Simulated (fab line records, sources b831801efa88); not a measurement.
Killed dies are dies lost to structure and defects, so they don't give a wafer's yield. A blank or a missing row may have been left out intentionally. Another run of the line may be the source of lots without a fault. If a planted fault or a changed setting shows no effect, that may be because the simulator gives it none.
fab line records -- flow sky130
record lots=6, wafers=16, lastDay=50
route steps=708 shown METAL5@669 PASSIVATION@681 PAD_OPEN@694
lots that met no fault: from a run of the same line without faults
startH: hours from the record's opening day to when the first of the lot's shown wafers began -- waitH: time in hours since the lot's previous step -- " unchanged from the row above -- L1.1+2: several wafers, shown together as one row -- - either no value or no given start -- * or withheld: withheld -- < > ~ a bound
route shown NAME@n: NAME is a module with steps in the file, n the number in the route of the first one -- usual: mean/standard deviation of fault-free wafers -- same: alike in all rows -- chamber/n: place in a boat -- sites: per-site readings -- _std_site: their standard deviation -- _edge_site: inner sites' mean taken away from outer sites' mean -- radiusMm: how far each site lies from the wafer's centre -- mask NAME#n: copy n -- behind: the most recent tool/chamber to have shaped the wafer -- hold: cause of the lot's hold/its duration in hours/its outcome -- device: transistor that didn't switch, given as n, p or np -- end of line: the route-end tests of the same wafers -- a step with no rows: only its recipe -- killed: not the wafer's yield, but the dies lost to structure and defects at the first sort -- map: per-die view of a wafer (x killed, . not killed, _ where there is no die)
set.NAME: setting as actually run; set.NAME@STEP: the setting as run at that earlier step -- model.NAME: the simulator's own value behind a step, which no gauge read
certain route steps with their lots: each step a table, each wafer a row
services: the hour from which a tool's chamber was out of use, counted from the record's first day as startH (under 0 if before that day), plus the number of hours and why
## steps
# step SKY_METAL5_HMDS_08
# recipe primeTimeS=60, primeTempC=120
# step SKY_METAL5_COAT_09
# recipe resist=NOVOLAK, spinRpm=3000, resistThkNm=1800
# step SKY_METAL5_SOFTBAKE_10
# recipe tempC=90, timeS=60, resist=NOVOLAK
# step SKY_METAL5_EXPOSE_11
# recipe maskId=MM5, na=0.6, sourceShape=conventional, sigmaOuter=0.6, polarization=unpolarized, targetCdNm=1600, doseMj=190
# step SKY_METAL5_PEB_12
# recipe tempC=withheld, timeS=*, resist=NOVOLAK
# step SKY_METAL5_DEVELOP_13
# recipe resist=NOVOLAK, developer=TMAH, developTimeS=60, devTempC=23
# step SKY_METAL5_DESCUM_14
# recipe chemistry=O2, sourcePowerW=150, biasPowerW=0, pressureMtorr=10, tempC=40, timeS=11
# usual drypumpMotorCurrentA=5.8/0.35, oesProductAu=1.002/0.023
lot.wafer,tool,chamber,startH,waitH,drypumpMotorCurrentA,oesProductAu,rfHoursCounterH
L613.1,rieMetal-03,0,1037.25,0.1,6.0,1.041,20
L613.2,rieMetal-03,1,1037.25,0.1,5.3,0.987,16
L613.6,rieMetal-03,1,1037.25,0.1,5.3,1.001,-
L615.2,rieMetal-01,1,1056.80,0.1,6.0,0.987,18
L615.5,rieMetal-01,1,1056.80,0.1,6.0,0.976,-
L618.2,rieMetal-01,0,1076.09,0.1,5.4,0.985,9
L618.5,rieMetal-01,1,1076.09,0.1,6.0,0.983,-
L624.3,rieMetal-02,1,1105.06,0.1,5.7,1.037,-
L624.4,rieMetal-02,0,1105.06,0.1,6.3,0.997,-
L624.6,rieMetal-02,0,1105.06,0.1,6.3,0.992,-
L631.1,rieMetal-01,1,1149.24,0.1,6.0,0.980,25
L631.2,rieMetal-01,0,1149.24,0.1,5.4,0.996,15
L631.5,rieMetal-01,1,1149.24,0.1,6.0,0.968,-
L633.1,rieMetal-02,0,1161.35,0.1,6.3,1.002,26
L633.3,rieMetal-02,1,1161.35,0.1,5.7,1.038,-
L633.6,rieMetal-02,1,1161.35,0.1,5.7,1.034,-
# step SKY_METAL5_METAL_ETCH_15
# recipe targetDepthA=12600, stopOn=SiO2, overEtchFrac=0.2, timeS=252, chemistry=Cl2/BCl3, resistSidewallDeg=86, pressureMtorr=10, icpW=900, biasW=48.5, Cl2_flow_sccm=60, bcl3FlowSccm=30
# usual bcl3FlowSccm=30.01/0.099, drypumpMotorCurrentA=5.8/0.35, oesProductAu=0.895/0.0049, throttleValvePct=22.264/0.0089
lot.wafer,tool,chamber,startH,waitH,bcl3FlowSccm,drypumpMotorCurrentA,oesProductAu,rfHoursCounterH,throttleValvePct
L613.1,rieMetal-03,0,1037.29,0.0,29.93,6.0,0.897,20,22.254
L613.2,rieMetal-03,1,1037.29,0.0,30.11,5.3,0.900,16,22.263
L613.6,rieMetal-03,1,1037.29,0.0,30.08,5.3,0.888,-,22.248
L615.2,rieMetal-01,1,1056.84,0.0,29.95,6.0,0.900,18,22.264
L615.5,rieMetal-01,1,1056.84,0.0,29.84,6.0,0.892,-,22.256
L618.2,rieMetal-01,0,1076.13,0.0,30.07,5.3,0.892,9,22.272
L618.5,rieMetal-01,1,1076.13,0.0,29.94,6.0,0.910,-,22.256
L624.3,rieMetal-02,1,1105.17,0.1,29.84,5.7,0.904,-,22.267
L624.4,rieMetal-02,0,1105.17,0.1,29.96,6.3,0.894,-,22.255
L624.6,rieMetal-02,0,1105.17,0.1,29.91,6.3,0.900,-,22.266
L631.1,rieMetal-01,1,1149.27,0.0,30.12,6.0,0.888,25,22.258
L631.2,rieMetal-01,0,1149.27,0.0,30.26,5.4,0.895,15,22.270
L631.5,rieMetal-01,1,1149.27,0.0,29.90,6.0,0.885,-,22.281
L633.1,rieMetal-02,0,1161.39,0.0,29.95,6.3,0.895,26,22.250
L633.3,rieMetal-02,1,1161.39,0.0,30.28,5.8,0.900,-,22.267
L633.6,rieMetal-02,1,1161.39,0.0,30.00,5.8,0.883,-,22.277
# step SKY_METAL5_STRIP_16
# recipe chemistry=O2/N2, powerW=1400, pressureMtorr=1500, platenTempC=withheld, o2FlowSccm=3000, n2FlowSccm=300, overashFraction=0.5
# usual drypumpMotorCurrentA=5.49/0.18, o2FlowSccm=3000/7.9, oesProductAu=0.710/0.0045, stripTimeToEndpointS=12.99/0.27
lot.wafer,tool,chamber,startH,waitH,drypumpMotorCurrentA,o2FlowSccm,oesProductAu,rfHoursCounterH,stripTimeToEndpointS
L613.1,plasmaAsher-02,1,1037.52,0.2,5.54,2996,0.703,88,12.58
L613.2,plasmaAsher-02,0,1037.52,0.2,5.48,3002,0.706,88,13.01
L613.6,plasmaAsher-02,0,1037.52,0.2,5.48,2999,0.710,-,13.04
L615.2,plasmaAsher-02,1,1057.07,0.2,5.53,3005,0.708,90,13.18
L615.5,plasmaAsher-02,0,1057.07,0.2,5.45,2993,0.711,-,13.23
L618.2,plasmaAsher-01,1,1076.36,0.2,5.23,2996,0.720,66,13.17
L618.5,plasmaAsher-01,0,1076.36,0.2,5.48,2995,0.718,-,13.10
L624.3,plasmaAsher-01,1,1105.36,0.1,5.23,3014,0.710,-,12.59
L624.4,plasmaAsher-01,0,1105.36,0.1,5.47,3008,0.717,-,12.96
L624.6,plasmaAsher-01,1,1105.36,0.1,5.23,3011,0.710,-,12.99
L631.1,plasmaAsher-02,0,1149.50,0.2,5.47,3010,0.709,99,13.32
L631.2,plasmaAsher-02,1,1149.50,0.2,5.54,3013,0.709,99,13.06
L631.5,plasmaAsher-02,1,1149.50,0.2,5.53,3016,0.710,-,13.32
L633.1,plasmaAsher-01,1,1161.62,0.2,5.23,3005,0.709,73,13.04
L633.3,plasmaAsher-01,1,1161.62,0.2,5.23,3010,0.709,-,12.60
L633.6,plasmaAsher-01,1,1161.62,0.2,5.25,2992,0.704,-,12.53
# step SKY_METAL5_STRIP_17
# recipe chemistry=postEtchResidueRemover, timeS=1200, tempC=72.5
# step SKY_METAL5_CLEAN_18
# recipe chemistry=IPA, timeS=180, tempC=25
# step SKY_METAL5_CLEAN_19
# recipe chemistry=O3/DIW, dry=n2Spin
# step SKY_PASSIVATION_CVD_00
# recipe material=SiO2, targetThkNm=90, tempC=400, timeS=withheld, rfW=600
# usual heaterPowerW=678/76, susceptorTempC=400.02/0.22
lot.wafer,tool,chamber,startH,waitH,heaterPowerW,susceptorTempC,model.SiO2_of_PASSIVATION_CVD_00.thkNm
L613.1,pecvd-02,1,1038.40,0.0,595,400.20,88.36
L613.2,pecvd-02,2,1038.40,0.0,803,400.12,88.11
L613.6,pecvd-02,0,1038.40,0.0,749,399.94,90.27
L615.2,pecvd-02,1,1057.71,0.0,581,399.76,88.56
L615.5,pecvd-02,0,1057.71,0.0,740,399.71,65.19
L618.2,pecvd-02,0,1076.96,0.0,713,399.53,90.52
L618.5,pecvd-02,1,1076.96,0.0,552,400.15,64.46
L624.3,pecvd-03,2,1105.92,0.0,730,400.36,89.9
L624.4,pecvd-03,0,1105.92,0.0,629,400.57,89.29
L624.6,pecvd-03,1,1105.92,0.0,586,399.38,90.39
L631.1,pecvd-02,2,1150.10,0.0,823,399.92,87.93
L631.2,pecvd-02,1,1150.10,0.0,556,400.25,87.92
L631.5,pecvd-02,0,1150.10,0.0,748,400.13,92.64
L633.1,pecvd-02,2,1162.21,0.0,763,400.25,88.46
L633.3,pecvd-02,1,1162.21,0.0,584,400.13,87.42
L633.6,pecvd-02,0,1162.21,0.0,673,400.14,92.06
# step SKY_PASSIVATION_THK_MEAS_01
# recipe reads=SiO2_of_PASSIVATION_CVD_00
# usual PASSIVATION_CVD_00_THK=90.0/1.5
lot.wafer,tool,chamber,startH,waitH,PASSIVATION_CVD_00_THK[nm]
L613.1,filmMetro-01,-,1038.42,-,88.4
L613.2,filmMetro-01,-,1038.42,-,88.1
L613.6,filmMetro-01,-,1038.42,-,90.3
L615.2,filmMetro-03,-,1057.74,-,88.5
L615.5,filmMetro-03,-,1057.74,-,65.2
L618.2,filmMetro-02,-,1076.99,-,90.5
L618.5,filmMetro-02,-,1076.99,-,64.5
L624.3,filmMetro-02,-,1105.96,-,89.9
L624.4,filmMetro-02,-,1105.96,-,89.3
L624.6,filmMetro-02,-,1105.96,-,90.4
L631.1,filmMetro-01,-,1150.12,-,87.9
L631.2,filmMetro-01,-,1150.12,-,88.0
L631.5,filmMetro-01,-,1150.12,-,92.6
L633.1,filmMetro-03,-,1162.24,-,88.5
L633.3,filmMetro-03,-,1162.24,-,87.5
L633.6,filmMetro-03,-,1162.24,-,92.1
# step SKY_PASSIVATION_CVD_02
# recipe material=Si3N4, targetThkNm=540, tempC=400, timeS=withheld, rfW=450
# usual heaterPowerW=728/81, susceptorTempC=399.98/0.23
lot.wafer,tool,chamber,startH,waitH,heaterPowerW,susceptorTempC
L613.1,pecvd-01,2,1038.48,0.1,755,399.92
L613.2,pecvd-01,1,1038.48,0.1,770,399.98
L613.6,pecvd-01,1,1038.48,0.1,651,399.89
L615.2,pecvd-03,2,1057.79,0.0,791,400.46
L615.5,pecvd-03,0,1057.79,0.0,774,400.14
L618.2,pecvd-01,1,1077.04,0.0,726,400.23
L618.5,pecvd-01,0,1077.04,0.0,824,400.36
L624.3,pecvd-02,0,1106.00,0.0,793,399.61
L624.4,pecvd-02,0,1106.00,0.0,781,399.89
L624.6,pecvd-02,2,1106.00,0.0,804,399.93
L631.1,pecvd-01,0,1150.18,0.1,827,399.98
L631.2,pecvd-01,2,1150.18,0.1,768,400.05
L631.5,pecvd-01,2,1150.18,0.1,620,400.28
L633.1,pecvd-01,2,1162.30,0.1,662,399.72
L633.3,pecvd-01,1,1162.30,0.1,726,399.90
L633.6,pecvd-01,0,1162.30,0.1,841,399.39
# step SKY_PASSIVATION_THK_MEAS_03
# recipe reads=Si3N4_of_PASSIVATION_CVD_02
# usual PASSIVATION_CVD_02_THK=542/8
lot.wafer,tool,chamber,startH,waitH,PASSIVATION_CVD_02_THK[nm]
L613.1,filmMetro-02,-,1038.70,-,535
L613.2,filmMetro-02,-,1038.70,-,545
L613.6,filmMetro-02,-,1038.70,-,556
L615.2,filmMetro-01,-,1058.03,-,534
L615.5,filmMetro-01,-,1058.03,-,552
L618.2,filmMetro-02,-,1077.27,-,544
L618.5,filmMetro-02,-,1077.27,-,537
L624.3,filmMetro-01,-,1106.25,-,529
L624.4,filmMetro-01,-,1106.25,-,541
L624.6,filmMetro-01,-,1106.25,-,543
L631.1,filmMetro-02,-,1150.40,-,532
L631.2,filmMetro-02,-,1150.40,-,533
L631.5,filmMetro-02,-,1150.40,-,536
L633.1,filmMetro-02,-,1162.52,-,530
L633.3,filmMetro-02,-,1162.52,-,552
L633.6,filmMetro-02,-,1162.52,-,544
# step SKY_PASSIVATION_DEHYDRATE_04
# recipe tempC=200, timeS=60
# step SKY_PASSIVATION_HMDS_05
# recipe primeTimeS=60, primeTempC=120
# step SKY_PASSIVATION_COAT_06
# recipe spinRpm=2000, resistThkNm=3000
# step SKY_PASSIVATION_SOFTBAKE_07
# recipe tempC=110, timeS=withheld
# step SKY_PASSIVATION_EXPOSE_08
# recipe maskId=NSM, targetCdNm=3000, na=0.57, doseMj=260
# step SKY_PASSIVATION_PEB_09
# recipe tempC=115, timeS=withheld
# step SKY_PASSIVATION_DEVELOP_10
# recipe developTimeS=60, devTempC=23
# step SKY_PASSIVATION_ETCH_11
# recipe chemistry=CF4/O2, targetDepthNm=725, stopOn=AlCu, sourceW=800, biasW=150, pressureMtorr=150, cf4FlowSccm=80, O2_flow_sccm=10, timeS=161.1
# usual drypumpMotorCurrentA=5.7/0.44, oesProductAu=0.979/0.0077, throttleValvePct=5.964/0.0093
lot.wafer,tool,chamber,startH,waitH,drypumpMotorCurrentA,oesProductAu,rfHoursCounterH,throttleValvePct,model.PASSIVATION.featureDepthNm,model.etch.depthNm
L613.1,rieDiel-01,2,1060.66,-,6.6,0.967,16,5.955,698.6,698.6
L613.2,rieDiel-01,3,1060.66,-,5.6,0.987,15,5.959,709.2,709.2
L613.6,rieDiel-01,3,1060.66,-,5.6,1.004,-,5.974,721.8,721.8
L615.2,rieDiel-02,0,1079.29,-,5.9,0.983,31,5.960,696.6,696.6
L615.5,rieDiel-02,3,1079.29,-,5.1,0.971,-,5.970,690.6,690.6
L618.2,rieDiel-04,1,1097.11,-,5.8,0.981,18,5.958,707.6,707.6
L618.5,rieDiel-04,1,1097.11,-,5.8,0.954,-,5.963,675.2,675.2
L624.3,rieDiel-02,1,1125.91,-,6.0,0.970,26,5.951,692.1,692.1
L624.4,rieDiel-02,0,1125.91,-,5.9,0.970,0,5.957,699.2,699.2
L624.6,rieDiel-02,1,1125.91,-,6.0,0.971,-,5.951,706.6,706.6
L631.1,rieDiel-02,2,1167.41,-,5.9,0.975,2,5.970,694.9,694.9
L631.2,rieDiel-02,0,1167.41,-,6.0,0.966,2,5.971,696.1,696.1
L631.5,rieDiel-02,1,1167.41,-,6.0,0.973,-,5.972,702.9,702.9
L633.1,rieDiel-02,1,1178.95,-,5.9,0.977,29,5.974,692.8,692.8
L633.3,rieDiel-02,0,1178.95,-,5.9,0.982,3,5.951,715,715
L633.6,rieDiel-02,1,1178.95,-,5.9,0.982,-,5.964,709.7,709.7
# step SKY_PASSIVATION_STRIP_12
# recipe chemistry=O2/N2, powerW=1400, pressureMtorr=1500, platenTempC=withheld, overashFraction=0.7, o2FlowSccm=3000, n2FlowSccm=300
# step SKY_PAD_OPEN_DEHYDRATE_00
# recipe tempC=200, timeS=60
# step SKY_PAD_OPEN_HMDS_01
# recipe primeTimeS=60, primeTempC=120
# step SKY_PAD_OPEN_COAT_02
# recipe spinRpm=2000, resistThkNm=3000
# step SKY_PAD_OPEN_SOFTBAKE_03
# recipe tempC=110, timeS=withheld
# step SKY_PAD_OPEN_EXPOSE_04
# recipe maskId=PDM, targetCdNm=60000, na=0.57, doseMj=260
# step SKY_PAD_OPEN_PEB_05
# recipe tempC=115, timeS=withheld
# step SKY_PAD_OPEN_DEVELOP_06
# recipe developTimeS=60, devTempC=23
# step SKY_PAD_OPEN_ETCH_07
# recipe chemistry=CF4/O2, targetDepthNm=725, stopOn=AlCu, sourceW=800, biasW=150, pressureMtorr=150, cf4FlowSccm=80, O2_flow_sccm=10, timeS=161.1
# usual drypumpMotorCurrentA=5.4/0.33, oesProductAu=0.978/0.0074, throttleValvePct=5.964/0.0094
lot.wafer,tool,chamber,startH,waitH,drypumpMotorCurrentA,oesProductAu,rfHoursCounterH,throttleValvePct,model.etch.depthNm,model.PAD_OPEN.featureDepthNm
L613.1,rieDiel-02,0,1081.59,-,5.9,0.978,32,5.948,698.6,698.6
L613.2,rieDiel-02,1,1081.59,-,6.0,0.979,24,5.957,709.2,709.2
L613.6,rieDiel-02,0,1081.59,-,6.0,0.976,-,5.962,705.2,705.2
L615.2,rieDiel-02,0,1100.23,-,5.9,0.964,32,5.951,696.6,696.6
L615.5,rieDiel-02,3,1100.23,-,5.1,0.961,-,5.952,690.6,690.6
L618.2,rieDiel-04,1,1117.19,-,5.8,0.975,18,5.958,707.6,707.6
L618.5,rieDiel-04,3,1117.19,-,5.2,0.958,-,5.959,675.2,675.2
L624.3,rieDiel-03,3,1144.63,-,5.3,0.971,3,5.958,692.1,692.1
L624.4,rieDiel-03,0,1144.63,-,5.2,0.978,4,5.960,704.5,704.5
L624.6,rieDiel-03,2,1144.63,-,5.1,0.978,-,5.969,706.6,706.6
L631.1,rieDiel-04,3,1183.51,-,5.2,0.975,22,5.979,694.9,694.9
L631.2,rieDiel-04,0,1183.51,-,5.0,0.968,18,5.946,696.1,696.1
L631.5,rieDiel-04,3,1183.51,-,5.2,0.984,-,5.956,702.9,702.9
L633.1,rieDiel-04,1,1194.76,-,5.8,0.976,21,5.971,692.8,692.8
L633.3,rieDiel-04,3,1194.76,-,5.2,0.981,22,5.977,715,715
L633.6,rieDiel-04,3,1194.76,-,5.2,0.986,-,5.962,709.7,709.7
# step SKY_PAD_OPEN_STRIP_08
# recipe chemistry=O2/N2, powerW=1400, pressureMtorr=1500, platenTempC=withheld, overashFraction=0.7, o2FlowSccm=3000, n2FlowSccm=300
# usual drypumpMotorCurrentA=5.51/0.21, o2FlowSccm=2999/8.2, oesProductAu=0.663/0.0046
lot.wafer,tool,chamber,startH,waitH,drypumpMotorCurrentA,o2FlowSccm,oesProductAu,rfHoursCounterH
L613.1,plasmaAsher-01,1,1081.70,0.1,5.23,3013,0.663,66
L613.2,plasmaAsher-01,0,1081.70,0.1,5.47,2992,0.665,66
L613.6,plasmaAsher-01,1,1081.70,0.1,5.22,3011,0.662,-
L615.2,plasmaAsher-03,1,1100.34,0.1,5.96,3010,0.662,3
L615.5,plasmaAsher-03,1,1100.34,0.1,5.95,2995,0.668,-
L618.2,plasmaAsher-04,1,1117.30,0.1,5.39,3014,0.662,37
L618.5,plasmaAsher-04,1,1117.30,0.1,5.39,3007,0.666,-
L624.3,plasmaAsher-01,0,1144.77,0.1,5.46,3004,0.663,-
L624.4,plasmaAsher-01,1,1144.77,0.1,5.26,3000,0.664,-
L624.6,plasmaAsher-01,0,1144.77,0.1,5.47,3009,0.660,-
L631.1,plasmaAsher-01,1,1183.61,0.1,5.21,2991,0.667,74
L631.2,plasmaAsher-01,0,1183.61,0.1,5.46,2992,0.666,74
L631.5,plasmaAsher-01,1,1183.61,0.1,5.25,2991,0.660,-
L633.1,plasmaAsher-04,0,1194.86,0.1,5.70,2988,0.652,45
L633.3,plasmaAsher-04,1,1194.86,0.1,5.38,2988,0.665,-
L633.6,plasmaAsher-04,1,1194.86,0.1,5.39,3006,0.662,-
# step SKY_PAD_OPEN_PROBE_99
# usual defectLimitedYield=82.6/1.8, killed_at_M0_to_M3=44/6.9, killed_at_M4_up=3.2/1.8, killedAtContacts=23/5.2, killedAtFrontEnd=15/4.5, killedAtOther=0.3/0.56, killedDies=85/8.8, killedOnRim=17/3.5, killedOpen=47/6.7, killedShort=39/6.4, sort_bin_3_pad_short=0.8/0.4, sort_bin_5_function=10.2/1.3, sort_bin_6_memory=6.4/1.1, sortNPass=407/8.8, sortYieldPct=82.6/1.8
# same grossDies=492, killedAtBackSide=0, sort_bin_4_leakage[%]=0, sort_bin_8_speed[%]=0
lot.wafer,tool,chamber,startH,waitH,defectLimitedYield[%],killed_at_M0_to_M3,killed_at_M4_up,killedAtContacts,killedAtFrontEnd,killedAtOther,killedDies,killedOnRim,killedOpen,killedShort,sort_bin_3_pad_short[%],sort_bin_5_function[%],sort_bin_6_memory[%],sortNPass,sortYieldPct[%]
L613.1,prober-02,-,1083.91,0.1,84.1,45,5,18,10,0,78,15,40,38,1.4,10.0,4.5,414,84.1
L613.2,prober-02,-,1083.96,0.1,82.9,54,3,14,13,0,84,15,50,34,0.8,10.2,6.1,408,82.9
L613.6,prober-02,-,1084.16,0.2,80.3,40,6,30,21,0,97,18,55,42,0.8,12.4,6.5,395,80.3
L624.3,prober-02,-,1147.43,0.2,77.4,63,7,27,14,0,111,18,51,60,1.4,11.2,10.0,381,77.4
L624.4,prober-02,-,1147.48,0.2,83.5,37,6,25,13,0,81,14,48,33,0.8,9.1,6.5,411,83.5
L624.6,prober-02,-,1147.58,0.2,82.1,52,6,18,11,1,88,15,46,42,0.6,10.0,7.3,404,82.1
L631.1,prober-01,-,1185.83,0.1,82.9,28,1,23,32,0,84,12,47,37,1.0,8.5,7.5,408,82.9
# killed by level:class
L613.1 VIA2:geometricParticle:open=9 VIA1:geometricParticle:open=9 CONTACT:geometricParticle:short=8 CONTACT:geometricParticle:open=8 VIA1:geometricParticle:short=6 METAL2:geometricParticle:short=5 METAL1:geometricParticle:short=5 POLY_GATE:geometricParticle:short=4
L613.2 VIA1:geometricParticle:open=14 VIA2:geometricParticle:open=9 VIA3:geometricParticle:open=9 CONTACT:geometricParticle:open=6 METAL2:geometricParticle:short=5 METAL1:geometricParticle:short=5 VIA1:geometricParticle:short=4 FIELD_ISO:geometricParticle:short=3
L613.6 VIA1:geometricParticle:open=13 CONTACT:geometricParticle:open=9 FIELD_ISO:geometricParticle:open=8 CONTACT:geometricParticle:short=7 VIA3:geometricParticle:open=7 LI_CONTACT:geometricParticle:open=6 FIELD_ISO:geometricParticle:short=5 VIA1:geometricParticle:short=5
L624.3 METAL1:geometricParticle:short=10 VIA1:geometricParticle:open=10 VIA3:geometricParticle:open=10 METAL2:geometricParticle:short=9 LI_CONTACT:geometricParticle:open=7 METAL4:geometricParticle:short=7 LI_CONTACT:geometricParticle:short=6 CONTACT:geometricParticle:open=6
L624.4 CONTACT:geometricParticle:open=10 VIA1:geometricParticle:open=8 LI_CONTACT:geometricParticle:open=6 METAL1:geometricParticle:short=6 VIA3:geometricParticle:open=6 FIELD_ISO:geometricParticle:open=5 VIA2:geometricParticle:open=5 VIA3:geometricParticle:short=4
L624.6 CONTACT:geometricParticle:open=9 VIA1:geometricParticle:open=9 VIA3:geometricParticle:open=9 METAL2:geometricParticle:short=8 VIA2:geometricParticle:open=5 VIA2:geometricParticle:short=4 METAL3:geometricParticle:short=4 METAL4:geometricParticle:short=4
L631.1 FIELD_ISO:geometricParticle:open=9 FIELD_ISO:geometricParticle:short=7 POLY_GATE:geometricParticle:open=7 LI_CONTACT:geometricParticle:open=7 CONTACT:geometricParticle:open=6 METAL1:geometricParticle:short=5 VIA1:geometricParticle:open=5 POLY_GATE:geometricParticle:short=4
## services
tool,chamber,startH,hours,kind
pecvd-03,2,1013.44,9.0,repair
rieDiel-04,1,1013.81,3.6,repair
pecvd-02,-,1016.24,1.8,repair
rieDiel-04,-,1032.92,38.4,repair
rieDiel-02,2,1032.95,7.5,repair
pecvd-02,-,1045.68,2.8,pm
plasmaAsher-01,-,1058.63,2.8,pm
rieMetal-01,0,1083.61,14.5,repair
pecvd-01,-,1085.72,6.0,pm
rieMetal-03,0,1087.52,16.6,repair
rieDiel-01,-,1102.75,1.8,repair
plasmaAsher-01,-,1108.66,0.7,repair
plasmaAsher-01,-,1111.93,3.3,repair
rieMetal-02,1,1113.41,20.3,repair
pecvd-01,-,1117.57,28.1,pm
rieMetal-01,1,1123.34,4.0,repair
rieDiel-01,-,1127.03,2.7,repair
plasmaAsher-01,-,1136.44,8.2,repair
rieMetal-03,1,1137.37,14.2,repair
rieDiel-02,2,1148.30,14.7,repair
pecvd-03,-,1153.19,1.6,repair
pecvd-02,-,1163.86,4.3,pm
pecvd-01,-,1190.21,2.2,repair
rieDiel-04,0,1190.98,9.3,repair
## key
firstSign step=SKY_PASSIVATION_THK_MEAS_01, reading=PASSIVATION_CVD_00_THK, direction=down, sigmas=17, usual=90.0, struck=64.8
effect step=SKY_PAD_OPEN_ETCH_07, reading=oesProductAu, direction=down, sigmas=2.5, usual=0.978, struck=0.960
modelEffect step=SKY_PASSIVATION_CVD_00, value=SiO2_of_PASSIVATION_CVD_00.thkNm, without=90.29, struck=64.82
modelEffect step=SKY_PASSIVATION_ETCH_11, value=PASSIVATION.featureDepthNm, without=708.4, struck=682.9
modelEffect step=SKY_PAD_OPEN_ETCH_07, value=etch.depthNm, without=708.4, struck=682.9
metAt SKY_PASSIVATION_CVD_00
struckWafers L615.5,L618.5
onsetBetween 1038.40 1057.71
fault kind=processParameterDrift, tool=pecvd-02, chamber=-, onsetH=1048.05, steps=SKY_PASSIVATION_CVD_00, channel=targetThkNm, offset=-25.275, shape=step, endH=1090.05, scope=struckWafersOnly, actsIn=theseRecipesOnly, stated=90
